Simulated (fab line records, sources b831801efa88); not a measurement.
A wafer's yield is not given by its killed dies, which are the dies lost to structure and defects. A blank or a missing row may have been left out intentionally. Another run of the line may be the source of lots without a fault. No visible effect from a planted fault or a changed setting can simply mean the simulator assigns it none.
A lot that was struck, set against a sound lot :: flow sfq_line :: 15 steps out of a route of 325
Sound: these wafers, L715.1, L715.4, L715.5. Struck: wafer L723.2 (L723.4, L723.6, from the same lot, were not struck and are left out); the cause is given at the end.
For every step that has rows: the tool of each side, followed by ch and its chambers, followed by its first start. Under that, the readings that differ: sound wafers :: struck wafers :: difference of the means :: sigmas: that difference in standard deviations of wafers without a fault.
alike: readings whose means differ by less than 2 such deviations, and words and numbers that are the same on both sides. not compared: withheld readings, readings that some wafer has no value for, bounds like >300 that may hide the same value, and numbers for which the record gives no deviation and whose values overlap.
A row with sigmas, a row that says differs or no value, or rows on one side alone: a step with any of these is where the two part. Numbers that don't overlap but have no deviation are shown without sigmas and don't part them. A reading missing from all wafers of one side parts the sides only when that side holds two or more wafers.

first, 1 step without rows for these wafers: SFQ_TRILAYER_M2_STRIP_SOLV_CLEAN_062 (cleans in NMP, time 600 s).
SFQ_TRILAYER_I2_DEP_PECVD_063: deposits SiO2 from SiH4/N2O, time 111.11 s, target thk 500 nm.
  sound on pecvd-02 ch 1,2, day 31 22:19; struck on pecvd-04 ch 2, day 35 12:33
  alike: heater_power_w, throttle_valve_pct
SFQ_TRILAYER_I2_CMP_CMP_064: polishes SiO2.
  sound on cmp-02 ch 0,1, day 31 22:34; struck on cmp-02 ch 3, day 36 21:11
  alike: motor_current_A, time_to_endpoint_s
SFQ_I2_BOW_MEAS_917:
  sound on film_metro-04, day 32 01:34; struck on film_metro-03, day 36 23:13
  alike: I2_BOW
SFQ_TRILAYER_I2_METRO_MEASURE_065:
  sound on film_metro-04, day 32 01:41; struck on film_metro-03, day 36 23:31
  alike: thk_nm
then, 6 steps without rows for these wafers: SFQ_TRILAYER_I2_VIA_LITHO_COAT_072 (resist thk 62 nm); SFQ_TRILAYER_I2_VIA_LITHO_COAT_067 (resist thk 650 nm); SFQ_TRILAYER_I2_VIA_LITHO_SOFTBAKE_071; SFQ_TRILAYER_I2_VIA_LITHO_EXPOSE_068 (exposes mask I2, target cd 500 nm); SFQ_TRILAYER_I2_VIA_LITHO_PEB_070 (peb time 60 s); SFQ_TRILAYER_I2_VIA_LITHO_DEVELOP_069 (time 60 s).
-- the record jumps here: 5 days lie between the struck wafers' starts before and after --
SFQ_I2_OVL_MEAS_918:
  sound on overlay-02, day 38 04:34; struck on overlay-02, day 42 01:08
  alike: I2_OVL
SFQ_TRILAYER_I2_VIA_BARC_OPEN_VIA_ETCH_096: etches BARC in O2, target depth 125 nm, time 41.7 s.
  sound on rie_diel-02 ch 1,2,3, day 38 04:35; struck on rie_diel-02 ch 3, day 42 01:10
reading: oes_product_au (a.u.)
sound: 0.678 0.678 0.683
struck: 0.657
difference: -0.023
sigmas: -5

reading: run_length_s (s)
sound: 69.8 70.0 69.4
struck: 74.3
difference: +4.6
sigmas: +13

reading: model.KrF_of_TRILAYER_I2_VIA_LITHO_COAT_067.thk_nm (nm)
sound: 572.2 570.9 572.3
struck: 564
difference: -8
sigmas: 
  alike: bias_w, drypump_motor_current_A
  not compared: rf_hours_counter_h
SFQ_TRILAYER_I2_VIA_ETCH_VIA_ETCH_070: etches SiO2 in CHF3, stops on Nb, target depth 260 nm.
  sound on rie_diel-02 ch 1,2,3, day 38 04:38; struck on rie_diel-02 ch 3, day 42 01:13
reading: model.KrF_of_TRILAYER_I2_VIA_LITHO_COAT_067.thk_nm (nm)
sound: 527.6 526 527.6
struck: 519.4
difference: -7.7
sigmas: 
  alike: bias_w, drypump_motor_current_A, oes_product_au
SFQ_TRILAYER_I2_VIA_STRIP_STRIP_071: strips in O2.
  sound on rie_metal-04 ch 0,1, day 38 04:45; struck on rie_metal-02 ch 1, day 42 01:19
  alike: drypump_motor_current_A, oes_product_au
  not compared: rf_hours_counter_h

## WHERE THEY PART
Only at SFQ_TRILAYER_I2_VIA_BARC_OPEN_VIA_ETCH_096, within this record. Later steps at which nothing parts them and some readings are alike: SFQ_TRILAYER_I2_VIA_ETCH_VIA_ETCH_070, SFQ_TRILAYER_I2_VIA_STRIP_STRIP_071.

WHY: whatever the simulator had introduced
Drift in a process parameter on rie_diel-02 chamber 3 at SFQ_TRILAYER_I2_VIA_BARC_OPEN_VIA_ETCH_096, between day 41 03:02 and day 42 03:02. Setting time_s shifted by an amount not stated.
